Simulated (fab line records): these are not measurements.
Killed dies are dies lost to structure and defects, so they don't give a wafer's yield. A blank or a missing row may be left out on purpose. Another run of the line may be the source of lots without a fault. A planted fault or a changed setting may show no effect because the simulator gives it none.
Problem report in the 8D (eight disciplines) form, filled by code | flow gf180mcu | the parts of the form that need people (team, actions taken, sign-off) are left out

## 1. THE ISSUE
At GF_HV_LDD_IMPLANT_34, dose ions cm2 averages 6.664e+12 over 6 wafers from 2 lots, while fault-free wafers read 7.499e+12, standard deviation 8.5e+09. That puts it -98 standard deviations away from the usual mean.
Earliest sighting: wafer L961.1 on implanter-04 at day 13 16:17. The record holds 39 wafers of 13 lots with a number at this step. Rule for "out" (also "out of limits"): further than 4 standard deviations from the usual mean. Any other wafer with a number is counted as sound.

## 2. WHAT THIS IS AND IS NOT
question                    | is                                | is not
which readings at this step | dose ions cm2, faraday current uA | -
which lots                  | L961, L964                        | L954, L955, L966, L967, L968, L971, L972, L973, L974, L975, L976
which wafers of those lots  | all that have a number            | -
read on which tools         | implanter-04                      | implanter-01, implanter-03
when                        | from day 13 16:17                 | up to then (6 sound wafers); but 27 sound wafers of L966, L967, L968, L971, L972, L973, L974, L975, L976 came after

## 3. THE SUSPECTS, EACH WITH WHAT RULES IT OUT
Counting: any tool at a process step up to the reading is kept as a suspect provided that every lot that is out went through it and no sound lot did after the first of them.
- implanter-04 at GF_HV_LDD_IMPLANT_34: ruled out as a lasting fault. Following L961 (day 13 16:17), the first lot on it that is out, the sound lots L973, L975 were run on it.
Left after counting: nothing in the record.

## 4. THE CAUSE (what the simulator had put in)
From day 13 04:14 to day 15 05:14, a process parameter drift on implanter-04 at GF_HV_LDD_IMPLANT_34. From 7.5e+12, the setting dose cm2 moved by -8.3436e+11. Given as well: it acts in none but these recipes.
Counting ruled it out, wrongly.

## 5. THE CHAIN OF EFFECTS, in route order
Each row: a reading where the mean over the struck wafers with a number is more than 3 standard deviations away from the usual. Scope: only readings with a usual standard deviation given in the record; hours: median across lots of the time from each lot's start at the first step in this table that gives one to its start at this step; sigmas: change in usual standard deviations.
hours | step                 | reading            | usual     | on struck wafers | change     | sigmas
0     | GF_HV_LDD_IMPLANT_34 | dose ions cm2      | 7.499e+12 | 6.664e+12        | -8.353e+11 | -98
0     | GF_HV_LDD_IMPLANT_34 | faraday current uA | 42.2      | 37.8             | -4.4       | -5.3
It contains these process steps:
- GF_HV_LDD_IMPLANT_34

## 6. HOW IT WOULD HAVE BEEN CAUGHT EARLIER
The fault began at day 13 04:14; the first out-of-limits reading in this record came at day 13 16:17, 12 hours later.
